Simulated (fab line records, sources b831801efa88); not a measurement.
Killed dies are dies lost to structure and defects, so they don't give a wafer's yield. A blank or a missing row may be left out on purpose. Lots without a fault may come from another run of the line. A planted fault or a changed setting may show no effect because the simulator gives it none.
One fault seen from 2 desks | flow gf180mcu | each desk has only its own numbers; what lay behind them comes last

THE TOOL OWNER'S DESK: pvd_sputter-03
The tool's own readings at GF_TOP_METAL_SPUTTER_01 (material TiN, target thk 30 nm, time 25 s): means of the sampled wafers that have a number, for each lot that ran on this tool. A lot is out of limits, marked OUT, if its mean lies more than 4 standard deviations from the usual mean; the brackets give that distance.
Columns: A = cathode_dc_power_W at GF_TOP_METAL_SPUTTER_01, usual 6500.0 W; B = chamber_pressure_pa at GF_TOP_METAL_SPUTTER_01, usual 0.4001 Pa; C = throttle_valve_pct at GF_TOP_METAL_SPUTTER_01, usual 30.3 %
lot  | first seen here | A      | B      | C
L299 | day 27 03:01    | 6499.6 | 0.4009 | 29.2
L302 | day 27 21:46    | 6499.0 | 0.3997 | 28.7
L303 | day 28 07:03    | 6500.0 | 0.4002 | 29.9
L309 | day 30 09:58    | 6501.1 | 0.4004 | 29.8
L313 | day 31 09:01    | 6499.9 | 0.4002 | 30.7
L321 | day 33 15:39    | 6500.6 | 0.4007 | 30.8
This desk's finding: nothing out of limits on any of the 6 lots.

THE METROLOGY DESK
What the gauges read, lot by lot, whatever tool the lot ran on: means of the sampled wafers that have a number. A lot is out of limits, marked OUT, if its mean lies more than 4 standard deviations from the usual mean; the brackets give that distance.
Columns: A = V4_OVL at GF_V4_OVL_MEAS_15, usual -7 nm
lot  | first seen here | A
L299 | day 24 06:00    | -1
L300 | day 24 10:49    | -11
L302 | day 25 02:19    | -15
L303 | day 25 13:22    | -9
L304 | day 25 21:36    | -5
L305 | day 26 08:31    | -10
L309 | day 27 19:07    | -6
L313 | day 28 20:31    | 1
L318 | day 30 08:57    | -6
L320 | day 30 23:51    | -14
L321 | day 31 08:36    | -14
L322 | day 31 10:18    | -9
This desk's finding: nothing out of limits on any of the 12 lots.

PUT TOGETHER
The tool owner's desk saw nothing out of limits.
The metrology desk saw nothing out of limits.

WHAT THE SIMULATOR HAD PUT IN
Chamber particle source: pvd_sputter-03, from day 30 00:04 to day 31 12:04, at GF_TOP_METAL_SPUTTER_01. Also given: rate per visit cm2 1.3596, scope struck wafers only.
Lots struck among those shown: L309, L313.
